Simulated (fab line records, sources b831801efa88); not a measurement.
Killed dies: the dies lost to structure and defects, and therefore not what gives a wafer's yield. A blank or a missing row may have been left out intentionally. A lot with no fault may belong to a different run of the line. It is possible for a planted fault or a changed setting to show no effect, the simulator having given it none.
A lot that was struck, set against a sound lot ; flow sky130 ; 17 steps out of a route of 708
Sound: these wafers, L765.1, L765.4, L765.5. Struck: wafers L775.2, L775.6 (left out: L775.4, a lot-mate that was not struck); the cause follows at the end.
Per side, at each step with rows, come the tool, then ch with its chambers, and then its first start. Under that, the readings that differ: sound wafers ; struck wafers ; difference of the means ; sigmas: that difference in standard deviations of wafers without a fault.
alike: words and numbers the same on both sides, and readings whose means are apart by under 2 such deviations; not compared: readings that were withheld, readings missing a value for some wafer, numbers with overlapping values and no deviation given by the record, and bounds like >300 which may hide the same value.
A row with sigmas, a row that says differs or no value, or rows on one side alone: a step with any of these is where the two part. Numbers that don't overlap but have no deviation are shown without sigmas and don't part them. Lack of a reading on every wafer of one side parts them only where that side has two or more wafers.

first, 3 steps without rows for these wafers: SKY_METAL4_CLEAN_21 (cleans in IPA, time 180 s); SKY_METAL4_CLEAN_22 (cleans in O3/DIW); SKY_VIA4_HDPCVD_00 (deposits SiO2, target thk 1750 nm, time 291.7 s).
SKY_VIA4_THK_MEAS_01:
  struck on film metro-04, day 47 00:31; sound on film metro-03, day 43 07:14
  alike: VIA4_HDPCVD_THK
SKY_VIA4_CMP_02: polishes SiO2.
  sound on cmp-02 ch 0,2,3, day 43 07:17; struck on cmp-01 ch 2,3, day 47 00:49
  alike: motor current A, slurry flow ml min
SKY_VIA4_BOW_MEAS_03:
  struck on film metro-01, day 47 01:05; sound on film metro-03, day 43 07:35
  alike: VIA4_BOW
then, 6 steps without rows for these wafers: SKY_VIA4_DEHYDRATE_04 (time 60 s); SKY_VIA4_HMDS_05 (prime time 60 s); SKY_VIA4_COAT_06 (resist thk 1140 nm); SKY_VIA4_SOFTBAKE_07 (time 60 s); SKY_VIA4_EXPOSE_08 (exposes mask VIM4, target cd 800 nm); SKY_VIA4_PEB_09.
SKY_VIA4_DEVELOP_10: develop time 60 s.
  sound on litho track-01 ch 0, day 44 06:31; struck on litho track-04 ch 0, day 47 19:53
SKY_VIA4_OVL_MEAS_11:
  struck on overlay-02, day 47 20:01; sound on overlay-01, day 44 06:40
  alike: VIA4_OVL
SKY_VIA4_ETCH_12: etches SiO2 in C4F8/O2/Ar, stops on TiN, target depth 580 nm.
  sound on rie diel-02 ch 1,2,3, day 44 06:42; struck on rie diel-02 ch 0,2, day 47 20:02
reading;sound;struck;difference;sigmas
model.VIA4.cd nm (nm);801.6 802.4 801.8;768 766.5;-35;
  alike: oes product au, rf fwd power W
SKY_VIA4_STRIP_13: strips in O2/N2.
  sound on plasma asher-03 ch 0,1, day 44 06:46; struck on plasma asher-03 ch 0, day 47 20:07
  alike: drypump motor current A, oes product au, strip time to endpoint s
  not compared: rf hours counter h
-- the record jumps here: 2 days lie between the struck wafers' starts before and after (it left off in module VIA4 and takes up again in module PAD_OPEN, whose first step shown is number 708 of the route) --
SKY_PAD_OPEN_PROBE_99:
  struck on prober-01, day 50 07:19; sound on prober-02, day 47 03:42
reading;sound;struck;difference;sigmas
killed at contacts;21 22 13;30 38;+15;+3
model.etest.via4 chain.rc ohm;0.7842 0.7512 0.8077;0.8382 0.831;+0.0536;
  alike: defect limited yield, killed_at_M0_to_M3, killed_at_M4_up, killed at front end, killed at other, killed dies, killed open, killed short, sort_bin_3_pad_short, sort_bin_5_function, sort_bin_6_memory, sort n pass, sort yield pct

## WHERE THEY PART
Only at SKY_PAD_OPEN_PROBE_99, within this record.

WHY: whatever the simulator had introduced
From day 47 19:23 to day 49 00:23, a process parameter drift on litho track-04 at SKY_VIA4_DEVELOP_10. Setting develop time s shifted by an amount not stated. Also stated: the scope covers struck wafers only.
